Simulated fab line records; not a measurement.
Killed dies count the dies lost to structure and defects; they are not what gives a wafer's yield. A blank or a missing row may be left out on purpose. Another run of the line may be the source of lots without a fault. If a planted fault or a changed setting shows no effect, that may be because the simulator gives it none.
Problem report, 8D (eight disciplines) form, completed by code | flow gf180mcu | the parts of the form that need people (team, actions taken, sign-off) are left out

1. WHAT IS WRONG
Mean LVPWELL_OVL at GF_LVPWELL_OVL_MEAS_07: 126.8 nm over 12 wafers in 4 lots; fault-free wafers: -0.1 nm, standard deviation 1.6. That puts it +79 standard deviations away from the usual mean.
Seen first at day 5 15:45 on overlay-01, wafer L899.1. The record holds 45 wafers of 15 lots with a number at this step. By rule, "out" or "out of limits" means more than 4 standard deviations away from the usual mean. All remaining wafers that have a number are taken as sound.

2. WHAT IT IS; WHAT IT IS NOT
question                    | is                     | is not
which readings at this step | LVPWELL_OVL            | -
which lots                  | L899, L903, L904, L905 | L891, L892, L894, L895, L896, L897, L898, L908, L910, L913, L914
which wafers of those lots  | all that have a number | -
read on which gauges        | overlay-01, overlay-02 | -
when                        | from day 5 15:45       | up to then (21 sound wafers); but 12 sound wafers of L908, L910, L913, L914 came after

3. WHAT RULES OUT EACH SUSPECT
Counting: a tool at a process step up to the reading stays a suspect if it ran every lot that is out and no sound lot after the first of them.
- ruled out: the gauge at GF_LVPWELL_OVL_MEAS_07. The wafers that are out were read on 2 gauges (overlay-01, overlay-02).
- iline-stepper-02 at GF_LVPWELL_EXPOSE_04 (exposes mask LVPWELL, target cd 600 nm): kept. All lots that are out passed through it, beginning with L899 at day 5 08:48, and no sound lot followed; its final sound lot before that point was L898 at day 5 05:41.
Remaining after the count: iline-stepper-02 at GF_LVPWELL_EXPOSE_04.

4. THE CAUSE (what the simulator had put in)
Scanner matching overlay: iline-stepper-02, from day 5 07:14 on, at GF_LVPWELL_EXPOSE_04. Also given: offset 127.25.
This tool alone remained once counting was done.

5. THE EFFECT CHAIN, in route order
Each row: a reading where the mean over the struck wafers with a number is more than 3 standard deviations away from the usual. Only readings whose record carries a usual standard deviation are examined. hours: median over the lots of the time between each lot's start at the first step of this table that gives one and its start at this step. sigmas: the change, counted in usual standard deviations.
hours | step                   | reading     | usual   | on struck wafers | change | sigmas
0     | GF_LVPWELL_OVL_MEAS_07 | LVPWELL_OVL | -0.1 nm | 126.8            | +126.9 | +79
Later steps that measure or inspect, where all struck wafers having a row at the step show a number for every such reading and not one has moved that far: GF_VT_IMPLANT_RS_MEAS_49, GF_DUAL_GATE_THK_MEAS_03.

6. HOW IT WOULD HAVE BEEN CAUGHT EARLIER
9 hours passed between the start of the fault at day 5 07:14 and the first reading out of limits at a measuring or inspecting step in this record, taken at day 5 15:45.
Among the 4 lots that are out, L903, L904, L905 began GF_LVPWELL_EXPOSE_04 on iline-stepper-02 after day 5 15:45. A hold on the tool at that time would have spared those 3.
